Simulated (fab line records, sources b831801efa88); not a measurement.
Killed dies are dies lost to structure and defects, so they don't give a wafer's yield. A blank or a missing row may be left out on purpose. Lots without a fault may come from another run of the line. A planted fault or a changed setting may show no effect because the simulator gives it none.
Which tool did it? | flow sky130 | 11 lots, 33 wafers sampled, at 6 steps of a route of 708

WHAT THE GAUGES READ, wafer by wafer
SKY_SONOS_ONO_THK_MEAS_05.
lot  | measured     | on            | SONOS_ONO_CVD_04_THK (nm)
L103 | day 12 00:52 | film_metro-03 | 5.81 5.77 5.85
L106 | day 12 23:31 | film_metro-03 | 5.60 5.63 5.72
L107 | day 13 04:58 | film_metro-02 | 5.73 5.68 5.68
L108 | day 13 10:52 | film_metro-02 | 5.80 5.65 5.72
L111 | day 14 16:10 | film_metro-03 | 5.73 5.71 5.72
L113 | day 15 05:39 | film_metro-03 | 5.69 5.67 5.74
L114 | day 15 10:18 | film_metro-02 | 5.78 5.69 5.64
L118 | day 17 00:41 | film_metro-02 | 5.83 5.92 5.91
L119 | day 17 18:47 | film_metro-02 | 5.71 5.67 5.64
L120 | day 17 20:01 | film_metro-02 | 5.55 5.66 5.62
L125 | day 19 21:33 | film_metro-03 | 5.66 5.64 5.70

SKY_SONOS_ONO_CD_MEAS_13: target cd 410 nm.
lot  | measured     | on        | cd_nm (nm)
L103 | day 13 00:23 | cd_sem-01 | 413.3 412.0 415.6
L106 | day 14 00:50 | cd_sem-01 | 411.3 412.6 412.3
L107 | day 14 06:14 | cd_sem-02 | 411.0 407.6 409.9
L108 | day 14 12:16 | cd_sem-02 | 403.0 404.6 405.1
L111 | day 15 18:27 | cd_sem-01 | 410.1 408.6 409.4
L113 | day 16 08:21 | cd_sem-01 | 411.3 414.5 412.4
L114 | day 16 13:24 | cd_sem-01 | 411.4 412.4 408.8
L118 | day 18 05:50 | cd_sem-01 | 407.1 406.2 410.0
L119 | day 19 00:21 | cd_sem-01 | 411.5 411.3 411.6
L120 | day 19 01:12 | cd_sem-02 | 407.6 407.2 410.5
L125 | day 21 04:33 | cd_sem-01 | 412.5 414.4 412.4

SKY_RES_PROTECT_TW_MEAS_08.
lot  | measured     | on            | POLY_GATE_TW
L103 | day 15 12:04 | film_metro-01 | 4140 4127 4111
L106 | day 16 13:22 | film_metro-02 | 4061 4094 4090
L107 | day 16 19:48 | film_metro-01 | 4124 4134 4143
L108 | day 17 00:33 | film_metro-03 | 4024 4046 4015
L111 | day 18 09:27 | film_metro-01 | 4129 4144 4154
L113 | day 19 08:33 | film_metro-02 | 4088 4102 4082
L114 | day 19 08:28 | film_metro-03 | 4029 4008 4028
L118 | day 21 02:03 | film_metro-01 | 4129 4136 4151
L119 | day 21 19:31 | film_metro-02 | 4089 4070 4084
L120 | day 21 19:37 | film_metro-02 | 4060 4065 4059
L125 | day 24 00:11 | film_metro-01 | 4113 4108 4115

SKY_LDD_N_TW_MEAS_17.
lot  | measured     | on            | LDD_N_TW
L103 | day 18 07:34 | film_metro-04 | 2565 2571 2580
L106 | day 19 04:37 | film_metro-02 | 2628 2626 2616
L107 | day 19 14:49 | film_metro-02 | 2616 2623 2612
L108 | day 19 22:11 | film_metro-03 | 2568 2576 2575
L111 | day 21 04:28 | film_metro-03 | 2561 2579 2579
L113 | day 22 05:01 | film_metro-04 | 2561 2574 2583
L114 | day 22 03:23 | film_metro-02 | 2625 2624 2616
L118 | day 23 19:40 | film_metro-04 | 2951 2932 2942
L119 | day 24 13:55 | film_metro-03 | 2937 2956 2956
L120 | day 24 14:11 | film_metro-03 | 2580 2590 2581
L125 | day 26 15:31 | film_metro-02 | 2612 2624 2614

WHICH TOOL RAN EACH LOT (tool, then ch and the chambers of the sampled wafers, then the start)
lot  | SKY_LDD_N_IMPLANT_08            | SKY_LDD_N_STRIP_16
L103 | implanter-04 ch 0, day 18 06:16 | plasma_asher-03 ch 0,1, day 18 07:28
L106 | implanter-04 ch 0, day 19 03:20 | plasma_asher-04 ch 0,1, day 19 04:31
L107 | implanter-02 ch 0, day 19 13:31 | plasma_asher-04 ch 0,1, day 19 14:43
L108 | implanter-03 ch 0, day 19 20:55 | plasma_asher-01 ch 0,1, day 19 22:06
L111 | implanter-03 ch 0, day 21 03:11 | plasma_asher-04 ch 0,1, day 21 04:22
L113 | implanter-03 ch 0, day 22 03:43 | plasma_asher-01 ch 0,1, day 22 04:55
L114 | implanter-04 ch 0, day 22 02:05 | plasma_asher-04 ch 0,1, day 22 03:17
L118 | implanter-03 ch 0, day 23 18:23 | plasma_asher-01 ch 0,1, day 23 19:34
L119 | implanter-03 ch 0, day 24 12:38 | plasma_asher-03 ch 0,1, day 24 13:49
L120 | implanter-02 ch 0, day 24 12:53 | plasma_asher-01 ch 0,1, day 24 14:05
L125 | implanter-04 ch 0, day 26 14:14 | plasma_asher-03 ch 0,1, day 26 15:25
- SKY_LDD_N_IMPLANT_08
- SKY_LDD_N_STRIP_16: strips in O2/N2.

WHAT THE TOOLS THEMSELVES READ (means of the sampled wafers that have a number; where no wafer has one, the mark that the record gives instead)
SKY_LDD_N_IMPLANT_08.
lot  | tool         | beam_on_s (s) | dose_ions_cm2 | faraday_current_uA
L103 | implanter-04 | 10.02         | 7.504e+13     | 421
L106 | implanter-04 | 10.03         | 7.505e+13     | 422
L107 | implanter-02 | 9.97          | 7.506e+13     | 424
L108 | implanter-03 | 10.28         | 7.508e+13     | 412
L111 | implanter-03 | 10.11         | 7.493e+13     | 418
L113 | implanter-03 | 10.14         | 7.503e+13     | 416
L114 | implanter-04 | 9.87          | 7.501e+13     | 429
L118 | implanter-03 | 67.35         | 5.389e+14     | 451
L119 | implanter-03 | 68.18         | 5.388e+14     | 445
L120 | implanter-02 | 9.95          | 7.510e+13     | 424
L125 | implanter-04 | 10.00         | 7.505e+13     | 424

SKY_LDD_N_STRIP_16.
lot  | tool            | drypump_motor_current_A (A) | oes_product_au (a.u.) | strip_time_to_endpoint_s (s)
L103 | plasma_asher-03 | 5.81                        | 0.408                 | 4.300
L106 | plasma_asher-04 | 5.67                        | 0.407                 | 4.310
L107 | plasma_asher-04 | 5.81                        | 0.404                 | 4.300
L108 | plasma_asher-01 | 5.47                        | 0.400                 | 4.310
L111 | plasma_asher-04 | 5.68                        | 0.401                 | 4.286
L113 | plasma_asher-01 | 5.46                        | 0.413                 | 4.311
L114 | plasma_asher-04 | 5.67                        | 0.405                 | 4.316
L118 | plasma_asher-01 | 5.60                        | 0.403                 | 5.372
L119 | plasma_asher-03 | 5.96                        | 0.404                 | 5.379
L120 | plasma_asher-01 | 5.45                        | 0.406                 | 4.316
L125 | plasma_asher-03 | 5.81                        | 0.406                 | 4.311

THE ANSWER, worked out from the rows above alone
Rule: what is usual is taken from the lots themselves. Put in order of their means at a reading, lots are off if they are a third of the lots or fewer, leave a main group of 4 or more, and stand apart from it by a gap of 3 or more times the standard deviation of the main group's means; of several such gaps the widest counts. A main group whose means are all the same, to the digits that the tables above print for the reading, isn't used. A lot without any number at a reading at which 4 lots or more have one is off too. The other lots that the step has rows for count as sound. The gauges are gone through in route order, then the tools' own readings, and for those a lot's mean is taken as printed above. The first step at which some lot is off is used, and at that step the reading that is off furthest; a lot without a number counts as furthest.
Off: L118, L119, at SKY_LDD_N_TW_MEAS_17 (LDD_N_TW). The main group: mean 2595, standard deviation 23.
A tool fits if, at a process step before that reading, it ran every lot that is off, and no sound lot after the first of them. The gauges at SKY_LDD_N_TW_MEAS_17 aren't tried: what is off there is off at SKY_LDD_N_IMPLANT_08 too, on other tools, and a gauge's error can't cause that. One fits: implanter-03 at SKY_LDD_N_IMPLANT_08. Its last sound lot is L113 (day 22 03:43), its first lot that is off L118 (day 23 18:23): a fault that began between those two fits.
The tool's own readings at SKY_LDD_N_IMPLANT_08 bear it out: on the lots that are off they differ by more than 5 times the standard deviation of the sound lots' means. beam_on_s reads 67.77 s there against 10.04 s on the sound lots; dose_ions_cm2 reads 5.388e+14 there against 7.504e+13 on the sound lots; faraday_current_uA reads 448 there against 421 on the sound lots.

WHAT THE SIMULATOR HAD PUT IN
Process parameter drift: implanter-03, from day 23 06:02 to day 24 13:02, at SKY_LDD_N_IMPLANT_08. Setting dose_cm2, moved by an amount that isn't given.
Lots struck among those shown: L118, L119. The rule above found the same.
